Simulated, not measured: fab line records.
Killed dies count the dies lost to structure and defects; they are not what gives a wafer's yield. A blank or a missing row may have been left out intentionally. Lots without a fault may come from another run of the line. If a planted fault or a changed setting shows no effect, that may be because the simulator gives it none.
One fault through the eyes of 2 desks || flow gf180mcu || numbers are kept per desk, each desk with only its own; the story behind them comes last

## TOOL OWNER'S DESK, litho-track-03
The tool's own readings at GF_NWELL_DEVELOP_06 (develop time 60 s): means of the sampled wafers that have a number, for each lot that ran on this tool. Marked OUT: a lot whose mean sits more than 4 standard deviations from the usual mean, which makes it out of limits; the brackets give that distance.
Columns: A = resist-line-temp-C at GF_NWELL_DEVELOP_06, usual 23.01 C
{"lot": "L678", "first seen here": "day 5 11:00", "A": 23.02}
{"lot": "L681", "first seen here": "day 6 02:00", "A": 22.88}
{"lot": "L684", "first seen here": "day 6 17:00", "A": 22.93}
This desk's finding: nothing out of limits on any of the 3 lots.

## THE METROLOGY DESK
What the gauges read for every lot (on any tool): the sampled wafers with a number, averaged. Marked OUT: a lot whose mean sits more than 4 standard deviations from the usual mean, which makes it out of limits; the brackets give that distance.
Columns: A = NWELL_OVL at GF_NWELL_OVL_MEAS_07, usual 0.3 nm; B = M4_ALCU_THK at GF_M4_THK_MEAS_06, usual 453 nm; C = cd-nm at GF_M4_CD_MEAS_14, usual 280.4 nm
{"lot": "L671", "first seen here": "day 4 09:54", "A": -0.3, "B": 455, "C": 281.4}
{"lot": "L672", "first seen here": "day 4 10:00", "A": 1.2, "B": 456, "C": 278.6}
{"lot": "L675", "first seen here": "day 4 22:47", "A": 2.5, "B": 443, "C": 279.5}
{"lot": "L674", "first seen here": "day 4 23:01", "A": 0.6, "B": 457, "C": 280.1}
{"lot": "L676", "first seen here": "day 5 08:00", "A": -0.5, "B": 455, "C": 279.1}
{"lot": "L678", "first seen here": "day 5 11:26", "A": 1.5, "B": 454, "C": 280.9}
{"lot": "L680", "first seen here": "day 5 21:49", "A": -0.4, "B": 454, "C": 280.3}
{"lot": "L683", "first seen here": "day 6 12:11", "A": 0.2, "B": 448, "C": 279.4}
{"lot": "L686", "first seen here": "day 7 03:10", "A": 1.6, "B": 456, "C": 278.5}
{"lot": "L688", "first seen here": "day 7 13:42", "A": -0.7, "B": 456, "C": 279.8}
{"lot": "L689", "first seen here": "day 7 20:31", "A": -1.2, "B": 453, "C": 281.3}
{"lot": "L691", "first seen here": "day 8 04:44", "A": 0.4, "B": 451, "C": 280.7}
{"lot": "L681", "first seen here": "day 26 20:50", "A": "-", "B": 454, "C": 281.8}
{"lot": "L684", "first seen here": "day 27 12:16", "A": "-", "B": 453, "C": 281.7}
This desk's finding: nothing out of limits on any of the 14 lots.

## TAKEN TOGETHER
The tool owner's desk saw nothing out of limits.
Metrology desk: nothing out of limits seen.

## WHAT THE SIMULATOR HAD INSERTED
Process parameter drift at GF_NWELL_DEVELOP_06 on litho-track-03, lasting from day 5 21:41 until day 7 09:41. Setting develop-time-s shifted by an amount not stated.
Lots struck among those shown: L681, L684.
